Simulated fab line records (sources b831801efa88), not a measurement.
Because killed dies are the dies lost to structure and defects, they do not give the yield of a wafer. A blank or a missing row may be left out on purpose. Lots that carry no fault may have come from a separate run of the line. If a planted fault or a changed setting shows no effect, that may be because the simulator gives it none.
Chamber matching || flow sky130 || cmp-02 running SKY_VIA1_CMP_02: 3 sister chambers
The step polishes SiO2. 14 wafers are shown with their chamber, then 6 later ones without.

EACH WAFER AND ITS CHAMBER
{"wafer": "L496.1", "chamber": 0, "motor_current_A (A)": 10.6}
{"wafer": "L496.4", "chamber": 1, "motor_current_A (A)": 11.2}
{"wafer": "L496.5", "chamber": 1, "motor_current_A (A)": 11.3}
{"wafer": "L497.1", "chamber": 1, "motor_current_A (A)": 11.0}
{"wafer": "L497.4", "chamber": 2, "motor_current_A (A)": 13.3}
{"wafer": "L497.6", "chamber": 0, "motor_current_A (A)": 10.8}
{"wafer": "L498.1", "chamber": 0, "motor_current_A (A)": 10.2}
{"wafer": "L498.3", "chamber": 2, "motor_current_A (A)": 12.7}
{"wafer": "L498.5", "chamber": 2, "motor_current_A (A)": 12.2}
{"wafer": "L501.2", "chamber": 1, "motor_current_A (A)": 11.7}
{"wafer": "L501.5", "chamber": 2, "motor_current_A (A)": 12.3}
{"wafer": "L501.6", "chamber": 1, "motor_current_A (A)": 11.2}
{"wafer": "L508.4", "chamber": 1, "motor_current_A (A)": 11.7}
{"wafer": "L508.5", "chamber": 0, "motor_current_A (A)": 11.0}

SIGNATURES (means of the wafers above)
{"reading": "motor_current_A", "chamber 0": 10.650, "chamber 1": 11.350, "chamber 2": 12.625, "scatter within a chamber": 0.371}
Rule: distance of a wafer from a chamber = root of the sum over the readings of ((wafer's reading minus chamber's mean) / reading's scatter) squared. If the next closest chamber is less than 2 further off than the closest, the wafer can't be placed; otherwise it belongs to the closest. The scatter: the root of (the sum of the squares of (reading less its chamber's mean) over the shown wafers, divided by (wafers less chambers)).

WAFERS WITH NO CHAMBER GIVEN
{"wafer": "L508.6", "motor_current_A (A)": 11.2}
{"wafer": "L509.1", "motor_current_A (A)": 12.0}
{"wafer": "L509.2", "motor_current_A (A)": 10.3}
{"wafer": "L509.5", "motor_current_A (A)": 11.2}
{"wafer": "L516.4", "motor_current_A (A)": 10.8}
{"wafer": "L516.5", "motor_current_A (A)": 12.5}

EACH ONE'S CHAMBER
{"wafer": "L508.6", "from the rows above": "can't be placed: 1 or 0", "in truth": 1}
{"wafer": "L509.1", "from the rows above": "can't be placed: 2 or 1 or 0", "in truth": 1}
{"wafer": "L509.2", "from the rows above": "can't be placed: 0 or 1", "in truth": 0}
{"wafer": "L509.5", "from the rows above": "can't be placed: 1 or 0", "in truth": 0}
{"wafer": "L516.4", "from the rows above": "can't be placed: 0 or 1", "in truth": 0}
{"wafer": "L516.5", "from the rows above": 2, "in truth": 2}
Correctly placed: 1 of 6. Not placeable from these rows: 5 (in 5, the candidates include the true chamber). Number placed wrongly: 0.
